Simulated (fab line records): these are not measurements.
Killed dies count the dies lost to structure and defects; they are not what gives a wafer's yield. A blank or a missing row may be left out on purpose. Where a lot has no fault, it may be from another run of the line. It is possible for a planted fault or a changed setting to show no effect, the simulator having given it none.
fab line records || flow sfqLine
[record] {"lots": 14, "wafers": 42, "lastDay": 94}
route steps=325 shown M7@285
lots with no fault: from the same line, run without faults
startH: hours from the record's opening day to when the first of the lot's shown wafers began || waitH: hours from the lot's prior step to this one || " as in the row above || L1.1+2: a row that stands for several wafers || - no value present, or no start provided || * or withheld: withheld || < > ~ a bound
route shown NAME@n: names a module that has steps shown in the file, with the first one's number in the route || usual: mean and standard deviation over wafers with no fault || same: alike in all rows || chamber/n: place in a boat || sites: the reading at each site || _std_site: their standard deviation || _edge_site: mean of outer sites minus mean of inner sites || radiusMm: for every site, how far away it sits from the centre of the wafer || mask NAME#n: copy n || behind: the most recent tool/chamber to have shaped the wafer || hold: why the lot was held/for how many hours/how that ended || device: names the non-switching transistor (n, p or np) || end of line: tests run on the same wafers once the route is complete || for a step that has no rows: nothing shown but its recipe || killed: dies that structure and defects cost at the first sort, which is not the same as the wafer's yield || map: dies across one wafer; x = killed, . = not, _ = none there
set.NAME: the setting the step ran with; set.NAME@STEP: the setting that earlier step ran with || model.NAME: the simulator's own value behind a step, which no gauge read
the route's steps for a sample of lots (tables are steps, rows are wafers)
services: from which hour (startH, from the record's first day; less than 0 if before it) a tool's chamber was out of use, for how many hours, and why
[[steps]]
[step SFQ_TRILAYER_M7_LITHO_COAT_182]
[recipe] {"resist": "BARC", "spinRpm": 3000, "resistThkNm": 62}
{"lot.wafer": "L729.2+5+6", "tool": "lithoTrack-01", "chamber": 0, "startH": 1718.26, "waitH": 0.1}
{"lot.wafer": "L730.3+5+6", "tool": "lithoTrack-01", "chamber": 0, "startH": 1721.33, "waitH": 0.1}
{"lot.wafer": "L731.2+3+4", "tool": "lithoTrack-02", "chamber": 0, "startH": 1725.88, "waitH": 0.1}
{"lot.wafer": "L733.3+5+6", "tool": "lithoTrack-04", "chamber": 0, "startH": 1730.34, "waitH": 0.1}
{"lot.wafer": "L735.1+5+6", "tool": "lithoTrack-04", "chamber": 0, "startH": 1737.38, "waitH": 0.1}
{"lot.wafer": "L736.2+3+4", "tool": "lithoTrack-04", "chamber": 0, "startH": 1741.54, "waitH": 0.1}
{"lot.wafer": "L738.1+2+4", "tool": "lithoTrack-02", "chamber": 0, "startH": 1885.72, "waitH": 0.1}
{"lot.wafer": "L746.1+2+5", "tool": "lithoTrack-01", "chamber": 0, "startH": 2040.11, "waitH": 0.1}
{"lot.wafer": "L747.1+2+6", "tool": "lithoTrack-02", "chamber": 0, "startH": 2041.48, "waitH": 0.1}
{"lot.wafer": "L748.2+4+5", "tool": "lithoTrack-02", "chamber": 0, "startH": 2043.93, "waitH": 0.1}
{"lot.wafer": "L749.1+2+3", "tool": "lithoTrack-04", "chamber": 0, "startH": 2044.91, "waitH": 0.1}
{"lot.wafer": "L750.1+2+4", "tool": "lithoTrack-01", "chamber": 0, "startH": 2047.64, "waitH": 0.1}
{"lot.wafer": "L751.1+5+6", "tool": "lithoTrack-04", "chamber": 0, "startH": 2050.04, "waitH": 0.1}
{"lot.wafer": "L752.1+4+5", "tool": "lithoTrack-04", "chamber": 0, "startH": 2052.36, "waitH": 0.1}
[step SFQ_TRILAYER_M7_BARC_OPEN_METAL_ETCH_229]
[recipe] {"maskMaterial": "PR", "chemistry": "O2", "targetDepthNm": 125, "target": "BARC", "icpW": 600, "biasW": 80, "pressureMtorr": 10, "timeS": 41.7}
[usual] {"drypumpMotorCurrentA": "5.8/0.59", "oesProductAu": "0.685/0.0049"}
{"lot.wafer": "L729.2", "tool": "rieMetal-03", "chamber": 0, "startH": 1834.00, "waitH": 0.0, "drypumpMotorCurrentA": 5.9, "oesProductAu": 0.688, "rfHoursCounterH": 80}
{"lot.wafer": "L729.5", "tool": "rieMetal-03", "chamber": 1, "startH": 1834.00, "waitH": 0.0, "drypumpMotorCurrentA": 5.7, "oesProductAu": 0.686, "rfHoursCounterH": "-"}
{"lot.wafer": "L729.6", "tool": "rieMetal-03", "chamber": 0, "startH": 1834.00, "waitH": 0.0, "drypumpMotorCurrentA": 5.9, "oesProductAu": 0.686, "rfHoursCounterH": "-"}
{"lot.wafer": "L730.3", "tool": "rieMetal-03", "chamber": 0, "startH": 1837.62, "waitH": 0.0, "drypumpMotorCurrentA": 5.9, "oesProductAu": 0.685, "rfHoursCounterH": "-"}
{"lot.wafer": "L730.5", "tool": "rieMetal-03", "chamber": 1, "startH": 1837.62, "waitH": 0.0, "drypumpMotorCurrentA": 5.7, "oesProductAu": 0.689, "rfHoursCounterH": "-"}
{"lot.wafer": "L730.6", "tool": "rieMetal-03", "chamber": 0, "startH": 1837.62, "waitH": 0.0, "drypumpMotorCurrentA": 5.9, "oesProductAu": 0.688, "rfHoursCounterH": "-"}
{"lot.wafer": "L731.2", "tool": "rieMetal-02", "chamber": 1, "startH": 1841.20, "waitH": 0.0, "drypumpMotorCurrentA": 5.2, "oesProductAu": 0.680, "rfHoursCounterH": 0}
{"lot.wafer": "L731.3", "tool": "rieMetal-02", "chamber": 0, "startH": 1841.20, "waitH": 0.0, "drypumpMotorCurrentA": 4.6, "oesProductAu": 0.681, "rfHoursCounterH": "-"}
{"lot.wafer": "L731.4", "tool": "rieMetal-02", "chamber": 1, "startH": 1841.20, "waitH": 0.0, "drypumpMotorCurrentA": 5.3, "oesProductAu": 0.683, "rfHoursCounterH": "-"}
{"lot.wafer": "L733.3", "tool": "rieMetal-03", "chamber": 0, "startH": 1848.42, "waitH": 0.0, "drypumpMotorCurrentA": 5.9, "oesProductAu": 0.692, "rfHoursCounterH": "-"}
{"lot.wafer": "L733.5", "tool": "rieMetal-03", "chamber": 1, "startH": 1848.42, "waitH": 0.0, "drypumpMotorCurrentA": 5.7, "oesProductAu": 0.684, "rfHoursCounterH": "-"}
{"lot.wafer": "L733.6", "tool": "rieMetal-03", "chamber": 0, "startH": 1848.42, "waitH": 0.0, "drypumpMotorCurrentA": 5.9, "oesProductAu": 0.689, "rfHoursCounterH": "-"}
{"lot.wafer": "L735.1", "tool": "rieMetal-03", "chamber": 0, "startH": 1855.60, "waitH": 0.0, "drypumpMotorCurrentA": 5.9, "oesProductAu": 0.682, "rfHoursCounterH": 84}
{"lot.wafer": "L735.5", "tool": "rieMetal-03", "chamber": 1, "startH": 1855.60, "waitH": 0.0, "drypumpMotorCurrentA": 5.7, "oesProductAu": 0.683, "rfHoursCounterH": "-"}
{"lot.wafer": "L735.6", "tool": "rieMetal-03", "chamber": 0, "startH": 1855.60, "waitH": 0.0, "drypumpMotorCurrentA": 5.9, "oesProductAu": 0.682, "rfHoursCounterH": "-"}
{"lot.wafer": "L736.2", "tool": "rieMetal-02", "chamber": 0, "startH": 1859.20, "waitH": 0.0, "drypumpMotorCurrentA": 4.6, "oesProductAu": 0.691, "rfHoursCounterH": 22}
{"lot.wafer": "L736.3", "tool": "rieMetal-02", "chamber": 1, "startH": 1859.20, "waitH": 0.0, "drypumpMotorCurrentA": 5.3, "oesProductAu": 0.681, "rfHoursCounterH": "-"}
{"lot.wafer": "L736.4", "tool": "rieMetal-02", "chamber": 0, "startH": 1859.20, "waitH": 0.0, "drypumpMotorCurrentA": 4.6, "oesProductAu": 0.689, "rfHoursCounterH": "-"}
{"lot.wafer": "L738.1", "tool": "rieMetal-03", "chamber": 0, "startH": 1888.01, "waitH": 0.0, "drypumpMotorCurrentA": 5.9, "oesProductAu": 0.684, "rfHoursCounterH": 89}
{"lot.wafer": "L738.2", "tool": "rieMetal-03", "chamber": 1, "startH": 1888.01, "waitH": 0.0, "drypumpMotorCurrentA": 5.8, "oesProductAu": 0.684, "rfHoursCounterH": 124}
{"lot.wafer": "L738.4", "tool": "rieMetal-03", "chamber": 1, "startH": 1888.01, "waitH": 0.0, "drypumpMotorCurrentA": 5.7, "oesProductAu": 0.681, "rfHoursCounterH": "-"}
{"lot.wafer": "L746.1", "tool": "rieMetal-01", "chamber": 0, "startH": 2044.02, "waitH": 0.0, "drypumpMotorCurrentA": 6.5, "oesProductAu": 0.681, "rfHoursCounterH": 28}
{"lot.wafer": "L746.2", "tool": "rieMetal-01", "chamber": 1, "startH": 2044.02, "waitH": 0.0, "drypumpMotorCurrentA": 6.2, "oesProductAu": 0.685, "rfHoursCounterH": 42}
{"lot.wafer": "L746.5", "tool": "rieMetal-01", "chamber": 1, "startH": 2044.02, "waitH": 0.0, "drypumpMotorCurrentA": 6.2, "oesProductAu": 0.677, "rfHoursCounterH": "-"}
{"lot.wafer": "L747.1", "tool": "rieMetal-01", "chamber": 1, "startH": 2045.43, "waitH": 0.0, "drypumpMotorCurrentA": 6.2, "oesProductAu": 0.745, "rfHoursCounterH": 43}
{"lot.wafer": "L747.2", "tool": "rieMetal-01", "chamber": 0, "startH": 2045.43, "waitH": 0.0, "drypumpMotorCurrentA": 6.5, "oesProductAu": 0.738, "rfHoursCounterH": 29}
{"lot.wafer": "L747.6", "tool": "rieMetal-01", "chamber": 1, "startH": 2045.43, "waitH": 0.0, "drypumpMotorCurrentA": 6.2, "oesProductAu": 0.744, "rfHoursCounterH": "-"}
{"lot.wafer": "L748.2", "tool": "rieMetal-02", "chamber": 0, "startH": 2046.63, "waitH": 0.0, "drypumpMotorCurrentA": 4.6, "oesProductAu": 0.753, "rfHoursCounterH": 41}
{"lot.wafer": "L748.4", "tool": "rieMetal-02", "chamber": 0, "startH": 2046.63, "waitH": 0.0, "drypumpMotorCurrentA": 4.6, "oesProductAu": 0.750, "rfHoursCounterH": "-"}
{"lot.wafer": "L748.5", "tool": "rieMetal-02", "chamber": 1, "startH": 2046.63, "waitH": 0.0, "drypumpMotorCurrentA": 5.2, "oesProductAu": 0.746, "rfHoursCounterH": "-"}
{"lot.wafer": "L749.1", "tool": "rieMetal-02", "chamber": 1, "startH": 2047.83, "waitH": 0.0, "drypumpMotorCurrentA": 5.3, "oesProductAu": 0.684, "rfHoursCounterH": 22}
{"lot.wafer": "L749.2", "tool": "rieMetal-02", "chamber": 0, "startH": 2047.83, "waitH": 0.0, "drypumpMotorCurrentA": 4.6, "oesProductAu": 0.686, "rfHoursCounterH": 41}
{"lot.wafer": "L749.3", "tool": "rieMetal-02", "chamber": 0, "startH": 2047.83, "waitH": 0.0, "drypumpMotorCurrentA": 4.6, "oesProductAu": 0.685, "rfHoursCounterH": "-"}
{"lot.wafer": "L750.1", "tool": "rieMetal-01", "chamber": 0, "startH": 2049.93, "waitH": 0.0, "drypumpMotorCurrentA": 6.5, "oesProductAu": 0.689, "rfHoursCounterH": 29}
{"lot.wafer": "L750.2", "tool": "rieMetal-01", "chamber": 1, "startH": 2049.93, "waitH": 0.0, "drypumpMotorCurrentA": 6.2, "oesProductAu": 0.687, "rfHoursCounterH": 44}
{"lot.wafer": "L750.4", "tool": "rieMetal-01", "chamber": 0, "startH": 2049.93, "waitH": 0.0, "drypumpMotorCurrentA": 6.6, "oesProductAu": 0.688, "rfHoursCounterH": "-"}
{"lot.wafer": "L751.1", "tool": "rieMetal-02", "chamber": 0, "startH": 2082.93, "waitH": 0.0, "drypumpMotorCurrentA": 4.6, "oesProductAu": 0.678, "rfHoursCounterH": 45}
{"lot.wafer": "L751.5", "tool": "rieMetal-02", "chamber": 0, "startH": 2082.93, "waitH": 0.0, "drypumpMotorCurrentA": 4.6, "oesProductAu": 0.692, "rfHoursCounterH": "-"}
{"lot.wafer": "L751.6", "tool": "rieMetal-02", "chamber": 1, "startH": 2082.93, "waitH": 0.0, "drypumpMotorCurrentA": 5.3, "oesProductAu": 0.672, "rfHoursCounterH": "-"}
{"lot.wafer": "L752.1", "tool": "rieMetal-01", "chamber": 1, "startH": 2084.13, "waitH": 0.0, "drypumpMotorCurrentA": 6.2, "oesProductAu": 0.683, "rfHoursCounterH": 47}
{"lot.wafer": "L752.4", "tool": "rieMetal-01", "chamber": 1, "startH": 2084.13, "waitH": 0.0, "drypumpMotorCurrentA": 6.2, "oesProductAu": 0.694, "rfHoursCounterH": "-"}
{"lot.wafer": "L752.5", "tool": "rieMetal-01", "chamber": 1, "startH": 2084.13, "waitH": 0.0, "drypumpMotorCurrentA": 6.2, "oesProductAu": 0.680, "rfHoursCounterH": "-"}
[[services]]
{"tool": "rieMetal-01", "chamber": 1, "startH": 1711.55, "hours": "-", "kind": "clean"}
{"tool": "rieMetal-01", "chamber": 1, "startH": 1711.55, "hours": "-", "kind": "consumableReplace:focusRing"}
{"tool": "rieMetal-01", "chamber": 1, "startH": 1711.55, "hours": 28.3, "kind": "scheduledDown"}
{"tool": "rieMetal-01", "chamber": 1, "startH": 1711.55, "hours": 28.3, "kind": "ventCycle"}
{"tool": "rieMetal-01", "chamber": 0, "startH": 1739.84, "hours": "-", "kind": "clean"}
{"tool": "rieMetal-01", "chamber": 0, "startH": 1739.84, "hours": "-", "kind": "consumableReplace:focusRing"}
{"tool": "rieMetal-01", "chamber": 0, "startH": 1739.84, "hours": 18.4, "kind": "scheduledDown"}
{"tool": "rieMetal-01", "chamber": 0, "startH": 1739.84, "hours": 18.4, "kind": "ventCycle"}
{"tool": "rieMetal-01", "chamber": 0, "startH": 1771.21, "hours": 19.0, "kind": "repair"}
{"tool": "rieMetal-03", "chamber": 0, "startH": 1775.15, "hours": 9.4, "kind": "repair"}
{"tool": "rieMetal-02", "chamber": "-", "startH": 1810.71, "hours": 0.4, "kind": "repair"}
{"tool": "rieMetal-02", "chamber": 1, "startH": 1814.28, "hours": "-", "kind": "clean"}
{"tool": "rieMetal-02", "chamber": 1, "startH": 1814.28, "hours": "-", "kind": "consumableReplace:focusRing"}
{"tool": "rieMetal-02", "chamber": 1, "startH": 1814.28, "hours": 18.2, "kind": "scheduledDown"}
{"tool": "rieMetal-02", "chamber": 1, "startH": 1814.28, "hours": 18.2, "kind": "ventCycle"}
{"tool": "rieMetal-02", "chamber": 1, "startH": 1943.00, "hours": 3.4, "kind": "repair"}
{"tool": "rieMetal-03", "chamber": 1, "startH": 1965.68, "hours": "-", "kind": "clean"}
{"tool": "rieMetal-03", "chamber": 1, "startH": 1965.68, "hours": "-", "kind": "consumableReplace:focusRing"}
{"tool": "rieMetal-03", "chamber": 1, "startH": 1965.68, "hours": 14.2, "kind": "scheduledDown"}
{"tool": "rieMetal-03", "chamber": 1, "startH": 1965.68, "hours": 14.2, "kind": "ventCycle"}
{"tool": "rieMetal-03", "chamber": "-", "startH": 2034.87, "hours": 28.1, "kind": "pm"}
{"tool": "rieMetal-02", "chamber": "-", "startH": 2060.22, "hours": 2.8, "kind": "pm"}
[[key]]
[firstSign] {"step": "SFQ_TRILAYER_M7_BARC_OPEN_METAL_ETCH_229", "reading": "oesProductAu", "direction": "up", "sigmas": 12, "usual": 0.685, "struck": 0.746}
effect none on later readings
metAt SFQ_TRILAYER_M7_LITHO_COAT_182
struckLots L747,L748
onsetBetween 1885.72 2041.48
[fault] {"kind": "processParameterDrift", "tool": "lithoTrack-02", "chamber": "-", "onsetH": 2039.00, "steps": "SFQ_TRILAYER_M7_LITHO_COAT_182", "channel": "resistThkNm", "offset": 12.248, "shape": "step", "endH": 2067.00, "actsIn": "theseRecipesOnly", "stated": 62}
